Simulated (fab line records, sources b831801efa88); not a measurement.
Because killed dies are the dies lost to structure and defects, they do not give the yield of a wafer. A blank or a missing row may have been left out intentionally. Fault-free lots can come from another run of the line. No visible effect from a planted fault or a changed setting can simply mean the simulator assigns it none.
Which tool is to blame? | flow gf180mcu | 14 lots, 42 wafers sampled, at 5 steps of a route of 602

WHAT THE GAUGES SHOWED, per wafer
GF_HV_LDD_CD_MEAS_46 targets a cd of 400 nm.
lot  | measured     | on        | cd nm (nm)
L837 | day 12 12:25 | cd sem-02 | 398.0 399.2 401.5
L838 | day 12 19:42 | cd sem-01 | 402.2 402.6 402.6
L839 | day 13 07:29 | cd sem-02 | 396.5 397.8 398.0
L840 | day 13 15:22 | cd sem-01 | 397.2 398.6 397.3
L841 | day 13 19:08 | cd sem-02 | 400.3 400.2 399.1
L842 | day 14 07:34 | cd sem-02 | 403.1 398.7 403.5
L843 | day 14 15:04 | cd sem-02 | 398.4 401.1 399.1
L845 | day 15 07:21 | cd sem-01 | 399.8 398.5 398.8
L847 | day 15 22:58 | cd sem-02 | 401.6 401.5 400.6
L850 | day 17 02:22 | cd sem-01 | 399.5 399.5 401.2
L853 | day 18 00:57 | cd sem-02 | 418.7 418.7 420.5 419.1 418.8 420.2
L854 | day 18 09:15 | cd sem-02 | 417.3 415.9 416.5 417.6 415.5 416.9
L857 | day 19 12:30 | cd sem-02 | 403.1 402.6 402.0
L859 | day 20 00:16 | cd sem-01 | 397.8 398.6 399.2

GF_NSD_CD_MEAS_07 targets a cd of 400 nm.
lot  | measured     | on        | cd nm (nm)
L837 | day 13 11:46 | cd sem-01 | 401.1 400.7 399.6
L838 | day 13 18:48 | cd sem-01 | 392.7 392.4 394.4
L839 | day 14 07:19 | cd sem-02 | 397.8 398.0 396.7
L840 | day 14 15:39 | cd sem-02 | 401.7 403.5 400.8
L841 | day 14 19:35 | cd sem-02 | 398.5 401.9 401.3
L842 | day 15 07:40 | cd sem-02 | 399.3 399.0 397.3
L843 | day 15 15:25 | cd sem-01 | 394.6 395.1 397.7
L845 | day 16 08:45 | cd sem-02 | 399.2 398.3 396.8
L847 | day 17 00:13 | cd sem-02 | 400.3 400.2 399.1
L850 | day 18 04:29 | cd sem-01 | 397.9 397.4 398.0
L853 | day 19 04:06 | cd sem-02 | 398.9 398.7 401.1
L854 | day 19 12:36 | cd sem-01 | 397.9 397.1 398.6
L857 | day 20 15:07 | cd sem-02 | 398.8 398.0 398.0
L859 | day 21 03:55 | cd sem-01 | 395.8 396.3 396.2

GF_V2_THK_MEAS_01.
lot  | measured     | on            | V2_CVD_00_THK (nm)
L837 | day 19 10:34 | film metro-02 | 593 593 593
L838 | day 19 18:16 | film metro-02 | 596 597 591
L839 | day 20 08:28 | film metro-04 | 602 600 594
L840 | day 20 15:04 | film metro-02 | 596 605 595
L841 | day 20 22:15 | film metro-03 | 602 595 608
L842 | day 21 11:58 | film metro-04 | 607 601 598
L843 | day 21 20:05 | film metro-02 | 607 591 600
L845 | day 22 14:08 | film metro-03 | 599 598 599
L847 | day 23 06:57 | film metro-04 | 596 602 600
L850 | day 24 08:42 | film metro-02 | 594 600 594
L853 | day 25 07:38 | film metro-02 | 602 599 603
L854 | day 25 15:48 | film metro-02 | 587 591 597
L857 | day 26 15:50 | film metro-02 | 591 588 588
L859 | day 27 00:09 | film metro-04 | 606 601 598

GF_V2_THK_MEAS_03.
lot  | measured     | on            | V2_CVD_02_THK (nm)
L837 | day 19 10:41 | film metro-04 | 841 840 857
L838 | day 19 18:24 | film metro-03 | 839 840 851
L839 | day 20 08:35 | film metro-02 | 848 853 866
L840 | day 20 15:11 | film metro-03 | 835 849 852
L841 | day 20 22:23 | film metro-02 | 855 868 863
L842 | day 21 12:06 | film metro-02 | 846 862 864
L843 | day 21 20:13 | film metro-03 | 844 844 857
L845 | day 22 14:16 | film metro-04 | 850 846 853
L847 | day 23 07:05 | film metro-03 | 848 841 865
L850 | day 24 08:50 | film metro-04 | 842 844 865
L853 | day 25 07:46 | film metro-04 | 848 854 853
L854 | day 25 15:56 | film metro-03 | 838 837 835
L857 | day 26 15:58 | film metro-02 | 847 836 862
L859 | day 27 00:17 | film metro-04 | 859 854 861

TOOL THAT RAN EACH LOT (tool first, then ch and the chambers of the sampled wafers, then the start)
lot  | GF_HV_LDD_EXPOSE_43
L837 | iline stepper-01 ch 0, day 12 02:20
L838 | iline stepper-02 ch 0, day 12 09:47
L839 | iline stepper-02 ch 0, day 12 21:16
L840 | iline stepper-01 ch 0, day 13 06:14
L841 | iline stepper-02 ch 0, day 13 09:49
L842 | iline stepper-02 ch 0, day 13 21:05
L843 | iline stepper-02 ch 0, day 14 04:49
L845 | iline stepper-01 ch 0, day 14 20:35
L847 | iline stepper-01 ch 0, day 15 12:19
L850 | iline stepper-02 ch 0, day 16 14:55
L853 | iline stepper-02 ch 0, day 17 14:03
L854 | iline stepper-02 ch 0, day 17 21:15
L857 | iline stepper-01 ch 0, day 19 00:05
L859 | iline stepper-01 ch 0, day 19 12:41
- GF_HV_LDD_EXPOSE_43: exposes mask Pplus HV AREA, target cd 400 nm.

WHAT THE TOOLS THEMSELVES READ (means of the sampled wafers that have a number; where no wafer has one, the mark that the record gives instead)
GF_HV_LDD_EXPOSE_43.
lot  | tool             | exposure dose mJ cm2
L837 | iline stepper-01 | 140.04
L838 | iline stepper-02 | 140.06
L839 | iline stepper-02 | 140.06
L840 | iline stepper-01 | 140.04
L841 | iline stepper-02 | 139.94
L842 | iline stepper-02 | 139.92
L843 | iline stepper-02 | 139.99
L845 | iline stepper-01 | 139.92
L847 | iline stepper-01 | 139.96
L850 | iline stepper-02 | 140.04
L853 | iline stepper-02 | 148.88
L854 | iline stepper-02 | 148.98
L857 | iline stepper-01 | 140.19
L859 | iline stepper-01 | 139.90

THE ANSWER, worked out from the rows above alone
Rule: what is usual is taken from the lots themselves. Put in order of their means at a reading, lots are off if they are a third of the lots or fewer, leave a main group of 4 or more, and stand apart from it by a gap of 3 or more times the standard deviation of the main group's means; of several such gaps the widest counts. Not used: any main group whose means are identical at the precision the tables above print for the reading. Also off: a lot with no number at a reading for which 4 or more lots have one. Any other lot the step has rows for is counted as sound. The gauges are gone through in route order, then the tools' own readings, and for those a lot's mean is taken as printed above. At the first step where some lot is off, the reading lying furthest off is the one used; lots without a number count as furthest.
Off at GF_HV_LDD_CD_MEAS_46 (cd nm): L853, L854. Main group: mean 400.0 nm, sd 1.7.
A tool fits if, at a process step before that reading, it ran every lot that is off, and no sound lot after the first of them. The gauges at GF_HV_LDD_CD_MEAS_46 aren't tried: what is off there is off at GF_HV_LDD_EXPOSE_43 too, on other tools, and a gauge's error can't cause that. One fits: iline stepper-02 at GF_HV_LDD_EXPOSE_43. Its last sound lot is L850 (day 16 14:55), its first lot that is off L853 (day 17 14:03): a fault that began between those two fits.
The tool's own readings at GF_HV_LDD_EXPOSE_43 bear it out: on the lots that are off they differ by more than 5 times the standard deviation of the sound lots' means. exposure dose mJ cm2 reads 148.93 there against 140.00 on the sound lots.

WHAT HAD BEEN PUT IN BY THE SIMULATOR
Drift in process parameters on iline stepper-02 at GF_HV_LDD_EXPOSE_43, starting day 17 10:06. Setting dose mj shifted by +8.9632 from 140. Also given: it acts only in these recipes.
Lots struck among those shown: L853, L854. The same result came from the rule above.
